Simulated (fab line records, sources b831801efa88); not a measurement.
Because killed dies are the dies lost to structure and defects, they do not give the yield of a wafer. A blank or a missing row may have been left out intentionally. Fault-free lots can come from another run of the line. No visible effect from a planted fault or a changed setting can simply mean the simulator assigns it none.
Chamber matching ; flow sfq_line ; 3 sister chambers for SFQ_TRILAYER_L0_CAP_PECVD_011 on pecvd-03
The step deposits SiO2 from SiH4/N2O, time 13.333 s, target thk 60 nm. 3 wafers are shown with their chamber, then 7 later ones without.

== WAFERS, EACH WITH ITS CHAMBER ==
wafer;chamber;throttle_valve_pct (%)
L279.5;0;26.6
L282.2;2;24.8
L282.3;1;24.3

== WAFERS WITH NO CHAMBER GIVEN ==
wafer;throttle_valve_pct (%)
L282.5;26.6
L284.1;24.2
L284.2;25.0
L284.6;24.1
L285.1;26.8
L285.2;25.0
L285.6;24.8

== WHICH CHAMBER EACH ONE RAN IN ==
wafer;from the rows above;in truth
L282.5;0;0
L284.1;1;1
L284.2;2;2
L284.6;1;1
L285.1;0;0
L285.2;2;2
L285.6;2;2
Correctly placed: 7 of 7. From these rows, 0 cannot be placed. Placed wrongly: 0.
How it was worked out, from the rows above alone: a wafer's distance from a chamber is the root of the sum, over the readings, of the square of ((its reading less the chamber's mean) divided by the reading's scatter). The wafer belongs to the nearest chamber; if the next one is less than 2 further off, it can't be placed. Each chamber's mean is taken over the wafers shown for it. The scatter (one wafer shown for each chamber): square how far every hidden wafer sits from the nearest shown wafer, average those squares and take the square root.
